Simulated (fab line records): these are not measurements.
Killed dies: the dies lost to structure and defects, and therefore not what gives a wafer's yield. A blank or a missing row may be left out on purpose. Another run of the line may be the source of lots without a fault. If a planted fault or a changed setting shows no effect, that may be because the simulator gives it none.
A struck lot beside a sound one + flow sky130 + 15 steps out of a route of 708
Sound: the wafers L311.2, L311.4, L311.5. The struck wafers were L319.1, L319.3, L319.5. Last of all comes the cause.
For every step that has rows: the tool of each side, followed by ch and its chambers, followed by its first start. Under that, the readings that differ: sound wafers + struck wafers + difference of the means + sigmas: that difference in standard deviations of wafers without a fault.
alike: readings whose means differ by less than 2 such deviations, and words and numbers that are the same on both sides. not compared: withheld readings, readings that some wafer has no value for, bounds like >300 that may hide the same value, and numbers for which the record gives no deviation and whose values overlap.
A row with sigmas, a row that says differs or no value, or rows on one side alone: a step with any of these is where the two part. When numbers do not overlap yet have no deviation, they are printed without sigmas and do not part them. Lack of a reading on every wafer of one side parts them only where that side has two or more wafers.

first, 3 steps without rows for these wafers: SKY_LDD_P_EXPOSE_04 (exposes mask PSDM, target cd 380 nm); SKY_LDD_P_PEB_05; SKY_LDD_P_DEVELOP_06 (develop time 60 s).
SKY_LDD_P_CD_MEAS_07 targets a cd of 380 nm.
  sound on cd-sem-01, day 20 00:23; struck on cd-sem-02, day 23 15:39
  alike: cd-nm
SKY_LDD_P_OVL_MEAS_08:
  sound on overlay-02, day 20 00:29; struck on overlay-01, day 23 15:46
  alike: LDD_P_OVL
after that, 1 step had no rows for these wafers: SKY_LDD_P_IMPLANT_09.
SKY_LDD_P_STRIP_10: strips in O2/N2.
  sound on plasma-asher-04 ch 0,1, day 20 00:44; struck on plasma-asher-01 ch 0,1, day 23 15:57
  alike: drypump-motor-current-A, oes-product-au, strip-time-to-endpoint-s
  not compared: rf-hours-counter-h
SKY_LDD_P_TW_MEAS_11:
  sound on film-metro-04, day 20 00:50; struck on film-metro-04, day 23 16:03
  alike: LDD_P_TW
then, 4 steps without rows for these wafers: SKY_LDD_HVN_DEHYDRATE_00 (time 60 s); SKY_LDD_HVN_HMDS_01 (prime time 60 s); SKY_LDD_HVN_COAT_02 (resist thk 300 nm); SKY_LDD_HVN_SOFTBAKE_03 (time 60 s).
SKY_LDD_HVN_EXPOSE_04: exposes mask HVNTM, target cd 700 nm.
  sound on iline-stepper-02 ch 0, day 20 16:50; struck on iline-stepper-01 ch 0, day 24 07:26
| reading | sound                   | struck                           | difference | sigmas |
|---------|-------------------------|----------------------------------|------------|--------|
| mask    | HVNTM#0 HVNTM#0 HVNTM#0 | HVNTM_R1#0 HVNTM_R1#0 HVNTM_R1#0 | differs    |        |
  alike: exposure-dose-mJ-cm2, focus-offset-nm
after that, 1 step had no rows for these wafers: SKY_LDD_HVN_PEB_05.
-- record jumps: 24 days separate the struck wafers' starts on either side; left off in module LDD_HVN, taken up again in module PAD_OPEN, whose first shown step is the route's number 708 --
SKY_PAD_OPEN_PROBE_99:
  sound on prober-02, day 46 06:48; struck on prober-01, day 48 10:34
  alike: killed_at_M0_to_M3, killed_at_M4_up, killed-at-contacts, killed-at-front-end, killed-at-other, killed-dies, killed-open, killed-short

## WHERE THEY PART
Within this record, at SKY_LDD_HVN_EXPOSE_04 only. Later steps at which nothing parts them and some readings are alike: SKY_PAD_OPEN_PROBE_99.

WHY: whatever the simulator had introduced
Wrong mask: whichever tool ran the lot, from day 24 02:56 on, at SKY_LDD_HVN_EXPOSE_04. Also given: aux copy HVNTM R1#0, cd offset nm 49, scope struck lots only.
